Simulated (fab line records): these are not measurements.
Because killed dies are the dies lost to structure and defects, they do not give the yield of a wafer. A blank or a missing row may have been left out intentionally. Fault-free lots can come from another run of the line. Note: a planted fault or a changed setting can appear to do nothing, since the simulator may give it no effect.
One fault through the eyes of 2 desks	flow sfq_line	every desk sees just its own numbers, and what lay behind them comes last

== AT THE METROLOGY DESK ==
What the gauges read for every lot (on any tool): the sampled wafers with a number, averaged. The brackets show how far a lot's mean lies from the usual mean; more than 4 standard deviations puts the lot out of limits, marked OUT.
Columns: A = I1_BOW at SFQ_I1_BOW_MEAS_912, usual 0 um; B = I6_BOW at SFQ_I6_BOW_MEAS_941, usual 4 um
lot	first seen here	A	B
L878	day 16 07:50	2	0
L879	day 17 04:50	-5	-12
L882	day 23 16:56	-9	-15
L883	day 24 06:09	0	6
L884	day 25 06:55	11	20
L885	day 26 05:56	-6	4
L886	day 26 14:42	-5	-7
L887	day 27 00:56	2	-3
L889	day 28 05:24	-2	-3
L894	day 28 21:36	8	7
L895	day 29 01:50	-4	5
L896	day 29 04:11	-2	-1
L897	day 29 07:47	-0	3
L898	day 29 10:16	16	23
This desk's verdict: no lot among the 14 shows anything out of limits.

== TOOL OWNER'S DESK, cmp-01 ==
The tool's own readings at SFQ_TRILAYER_A5B_CMP_CMP_130 (polishes, stops on Nb, target thk 340.7 nm): means of the sampled wafers that have a number, for each lot that ran on this tool. The brackets show how far a lot's mean lies from the usual mean; more than 4 standard deviations puts the lot out of limits, marked OUT.
Columns: A = head_pressure_psi at SFQ_TRILAYER_A5B_CMP_CMP_130, usual 3.001 psi; B = motor_current_A at SFQ_TRILAYER_A5B_CMP_CMP_130, usual 10.4 A; C = retaining_ring_pressure_frac at SFQ_TRILAYER_A5B_CMP_CMP_130, usual 1.000; D = slurry_filter_dp_kPa at SFQ_TRILAYER_A5B_CMP_CMP_130, usual 13.49 kPa; E = slurry_flow_ml_min at SFQ_TRILAYER_A5B_CMP_CMP_130, usual 150.1
lot	first seen here	A	B	C	D	E
L878	day 47 12:46	2.999	10.5	0.996	13.44	149.8
L879	day 47 14:46	3.000	10.2	1.001	13.52	150.1
L883	day 61 02:37	2.997	10.4	0.999	13.34	149.8
L884	day 62 14:35	3.004	9.5	0.998	13.46	149.8
L894	day 67 00:23	3.064 (+10) OUT	9.6	1.004	13.46	150.1
L895	day 67 04:23	3.067 (+11) OUT	9.3	1.001	13.43	150.1
This desk finds L894, L895 out of limits, L894 being first, at day 67 00:23 (head_pressure_psi at SFQ_TRILAYER_A5B_CMP_CMP_130). L878, L879, L883, L884: within limits.

== TAKEN TOGETHER ==
An alarm could have come from the tool owner's desk at day 67 00:23, on L894, L895.
The metrology desk saw nothing out of limits.
The metrology desk holds a record of L894, L895, inside its limits.
On cmp-01, each named lot ran SFQ_TRILAYER_A5B_CMP_CMP_130.

== WHAT THE SIMULATOR HAD PUT IN ==
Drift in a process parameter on cmp-01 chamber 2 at SFQ_TRILAYER_A5B_CMP_CMP_130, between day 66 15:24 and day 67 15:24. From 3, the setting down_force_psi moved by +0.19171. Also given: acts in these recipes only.
Lots struck among those shown: L894, L895.
Each desk's first reading out of limits, in hours after the fault started: the tool owner's desk, 9.
